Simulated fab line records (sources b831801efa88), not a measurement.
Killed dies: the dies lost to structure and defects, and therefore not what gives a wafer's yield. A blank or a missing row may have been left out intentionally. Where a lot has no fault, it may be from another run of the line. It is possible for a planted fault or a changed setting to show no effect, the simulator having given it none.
Matching of chambers -- flow gf180mcu -- 4 sister chambers for GF_V3_CMP_26 on cmp-02
The step polishes, stops on SiO2, t overpolish 15 s, target thk 0 nm. 14 wafers are shown with their chamber, then 7 later ones without.

== WAFERS, EACH WITH ITS CHAMBER ==
wafer,chamber,motor-current-A (A),time-to-endpoint-s (s),edge-zone-pressure-frac
L838.1,1,11.5,84.8,1.002
L838.2,3,10.7,82.7,1.000
L838.4,0,9.1,82.9,0.998
L839.2,2,11.2,81.0,0.993
L839.3,0,9.4,82.4,0.996
L839.4,3,11.2,84.4,0.999
L840.1,3,10.9,85.1,0.996
L840.2,1,11.7,85.1,1.001
L840.4,0,8.9,81.8,0.992
L842.1,3,11.1,85.4,1.004
L842.2,1,11.7,89.1,0.995
L842.3,2,11.7,87.5,1.003
L852.1,1,11.5,85.6,1.004
L852.3,2,12.1,84.9,0.995

SIGNATURES (averages over the wafers above)
reading,chamber 0,chamber 1,chamber 2,chamber 3,scatter within a chamber
motor-current-A,9.133,11.600,11.667,10.975,0.268
time-to-endpoint-s,82.367,86.150,84.467,84.400,1.96
edge-zone-pressure-frac,0.99533,1.00050,0.99700,0.99975,0.0039
Rule: for each reading, subtract the chamber's mean from the wafer's reading, divide by that reading's scatter and square the result; add these up over the readings and take the root, which gives the wafer's distance from the chamber. If the next closest chamber is less than 2 further off than the closest, the wafer can't be placed; otherwise it belongs to the closest. The scatter: take each reading less its chamber's mean, square it, sum over the shown wafers, divide by the number of wafers less the number of chambers, and take the root.

== WAFERS MISSING THEIR CHAMBER ==
wafer,motor-current-A (A),time-to-endpoint-s (s),edge-zone-pressure-frac
L852.5,11.9,87.0,1.002
L856.1,12.2,85.0,0.998
L856.4,11.7,88.1,1.000
L856.6,11.7,84.5,0.995
L861.1,8.9,86.0,1.000
L861.2,11.8,87.9,1.003
L861.5,12.1,86.7,0.999

== THE CHAMBER EACH PASSED THROUGH ==
wafer,from the rows above,in truth
L852.5,can't be placed: 1 or 2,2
L856.1,can't be placed: 2 or 1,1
L856.4,can't be placed: 1 or 2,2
L856.6,can't be placed: 2 or 1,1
L861.1,0,0
L861.2,can't be placed: 1 or 2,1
L861.5,can't be placed: 1 or 2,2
Correct placement for 1 of the 7. Cannot be placed on the basis of these rows: 6; the candidates contain the true chamber in 6. Wrongly placed: 0.
